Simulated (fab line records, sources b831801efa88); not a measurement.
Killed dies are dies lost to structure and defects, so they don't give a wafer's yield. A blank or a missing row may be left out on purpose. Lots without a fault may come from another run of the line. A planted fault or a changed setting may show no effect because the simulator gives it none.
Problem report in the 8D (eight disciplines) form, filled by code | flow sky130 | the parts of the form that need people (team, actions taken, sign-off) are left out

1. THE PROBLEM
beam_energy_keV at SKY_PWDE_IMPLANT_08 reads a mean of 147.35 on 6 wafers of 2 lots; wafers without a fault read 150.00 with a standard deviation of 0.041. That is -65 standard deviations from the usual mean.
First seen on wafer L748.1, day 7 00:46, on implanter-04. The record holds 18 wafers of 6 lots with a number at this step. Rule for "out", or "out of limits": more than 4 standard deviations from the usual mean. The other wafers with a number count as sound.

2. WHAT IT IS AND WHAT IT IS NOT
question                    | is                     | is not
which readings at this step | beam_energy_keV        | faraday_current_uA
which lots                  | L748, L749             | L734, L745, L750, L755
which wafers of those lots  | all that have a number | -
read on which tools         | implanter-04           | implanter-02, implanter-03
when                        | from day 7 00:46       | up to then (6 sound wafers); but 6 sound wafers of L750, L755 came after

3. SUSPECTS, AND WHAT RULES EACH OUT
Counting: a tool at a process step up to the reading stays a suspect if it ran every lot that is out and no sound lot after the first of them.
- plasma_asher-01 at SKY_DNWELL_STRIP_08 (strips in O2/N2): kept. It ran every lot that is out, first L748 (day 6 05:33), and no sound lot after that.
- implanter-04 at SKY_PWDE_IMPLANT_08: kept. It ran every lot that is out, first L748 (day 7 00:46), and no sound lot after that; its last sound lot up to then is L734 (day 3 19:23). Its own readings are out on those wafers: beam_energy_keV.
Left after counting: plasma_asher-01 at SKY_DNWELL_STRIP_08, implanter-04 at SKY_PWDE_IMPLANT_08.

4. THE CAUSE (what the simulator had put in)
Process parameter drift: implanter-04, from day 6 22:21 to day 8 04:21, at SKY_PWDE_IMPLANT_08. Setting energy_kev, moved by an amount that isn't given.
Counting left 2 suspects, and this tool is among them.

5. THE CHAIN OF EFFECTS, in route order
Each row: a reading whose mean over the struck wafers that have a number lies more than 3 standard deviations from the usual. Only readings for which the record gives a usual standard deviation are gone through. hours: the time from each lot's start at the first step in this table that gives one to its start at this step, as a median over the lots. sigmas: the change in usual standard deviations.
hours | step                | reading         | usual  | on struck wafers | change | sigmas
0     | SKY_PWDE_IMPLANT_08 | beam_energy_keV | 150.00 | 147.35           | -2.65  | -65
The process steps in it:
- SKY_PWDE_IMPLANT_08

6. WHAT WOULD HAVE CAUGHT IT SOONER
In this record the first reading out of limits was taken at day 7 00:46, 2 hours after the fault began at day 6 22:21.
